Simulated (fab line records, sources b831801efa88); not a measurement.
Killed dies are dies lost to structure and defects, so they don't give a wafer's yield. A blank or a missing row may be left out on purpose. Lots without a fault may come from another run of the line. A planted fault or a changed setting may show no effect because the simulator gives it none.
Problem report in the 8D (eight disciplines) form, filled by code | flow sky130 | the parts of the form that need people (team, actions taken, sign-off) are left out

1. THE PROBLEM
LOCAL_INTERCONNECT_TIN_RS at SKY_LOCAL_INTERCONNECT_RS_MEAS_01 reads a mean of 10.10 ohm/sq on 3 wafers of 2 lots; wafers without a fault read 14.09 ohm/sq with a standard deviation of 0.14. That is -28 standard deviations from the usual mean.
The step: measures by four-point-probe.
First seen on wafer L222.2, day 32 13:36, on film_metro-02. The record holds 33 wafers of 11 lots with a number at this step. Rule for "out", or "out of limits": more than 4 standard deviations from the usual mean. The other wafers with a number count as sound.

2. WHAT IT IS AND WHAT IT IS NOT
question                    | is                        | is not
which readings at this step | LOCAL_INTERCONNECT_TIN_RS | -
which lots                  | L222, L223                | L213, L214, L216, L224, L227, L228, L232, L233, L235
which wafers of those lots  | L222.2, L223.2, L223.6    | L222.1, L222.3, L223.5
read on which gauges        | film_metro-02             | film_metro-03, film_metro-04
when                        | from day 32 13:36         | up to then (11 sound wafers); but 19 sound wafers of L223, L224, L227, L228, L232, L233, L235 came after

3. SUSPECTS, AND WHAT RULES EACH OUT
Counting: a tool at a process step up to the reading stays a suspect if it ran every lot that is out. Sound lots after the first of them don't rule it out here, since some wafers of a struck lot are sound.
- the gauge at SKY_LOCAL_INTERCONNECT_RS_MEAS_01: ruled out. All the wafers that are out were read on film_metro-02, but those of them that SKY_LOCAL_INTERCONNECT_METAL_ETCH_14 has rows for are out there too, on other tools.
- pvd_sputter-02 at SKY_LOCAL_INTERCONNECT_SPUTTER_00 (material TiN, target thk 100 nm, time 83.3 s): kept. It ran every lot that is out, first L222 (day 32 13:32); its last sound lot up to then is L213 (day 28 22:51).
Left after counting: pvd_sputter-02 at SKY_LOCAL_INTERCONNECT_SPUTTER_00.

4. THE CAUSE (what the simulator had put in)
Process parameter drift: pvd_sputter-02, from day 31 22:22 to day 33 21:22, at SKY_LOCAL_INTERCONNECT_SPUTTER_00. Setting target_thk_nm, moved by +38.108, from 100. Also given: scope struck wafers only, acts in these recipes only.
Counting left only this tool.

5. THE CHAIN OF EFFECTS, in route order
Each row: a reading whose mean over the struck wafers that have a number lies more than 3 standard deviations from the usual. Only readings for which the record gives a usual standard deviation are gone through. hours: the time from each lot's start at the first step in this table that gives one to its start at this step, as a median over the lots. sigmas: the change in usual standard deviations.
hours | step                                 | reading                    | usual        | on struck wafers | change | sigmas
0     | SKY_LOCAL_INTERCONNECT_RS_MEAS_01    | LOCAL_INTERCONNECT_TIN_RS  | 14.09 ohm/sq | 10.10            | -3.99  | -28
0     | SKY_LOCAL_INTERCONNECT_THK_MEAS_02   | LOCAL_INTERCONNECT_TIN_THK | 98.4 nm      | 134.5            | +36.1  | +33
27    | SKY_LOCAL_INTERCONNECT_METAL_ETCH_14 | oes_product_au             | 0.942 a.u.   | 1.003            | +0.061 | +8.5
27    | SKY_LOCAL_INTERCONNECT_METAL_ETCH_14 | throttle_valve_pct         | 21.899 %     | 21.868           | -0.031 | -3.1
The process steps in it:
- SKY_LOCAL_INTERCONNECT_METAL_ETCH_14: etches TiN in Cl2/BCl3, stops on PSG, target depth 110 nm, time 31.4 s.
Later measuring or inspecting steps at which every struck wafer that the step has a row for has a number for every such reading, and none has moved that far: SKY_LOCAL_INTERCONNECT_OVL_MEAS_12.

6. WHAT WOULD HAVE CAUGHT IT SOONER
In this record the first reading out of limits at a measuring or inspecting step was taken at day 32 13:36, 15 hours after the fault began at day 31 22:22.
Of the tool readings at SKY_LOCAL_INTERCONNECT_SPUTTER_00 for which the record gives a usual standard deviation, none was out on any struck wafer, so an alarm limit of 4 standard deviations on them would not have fired.
Of the lots that are out (2), L223 began SKY_LOCAL_INTERCONNECT_SPUTTER_00 on pvd_sputter-02 after day 32 13:36. A hold on the tool at that time would have spared it.
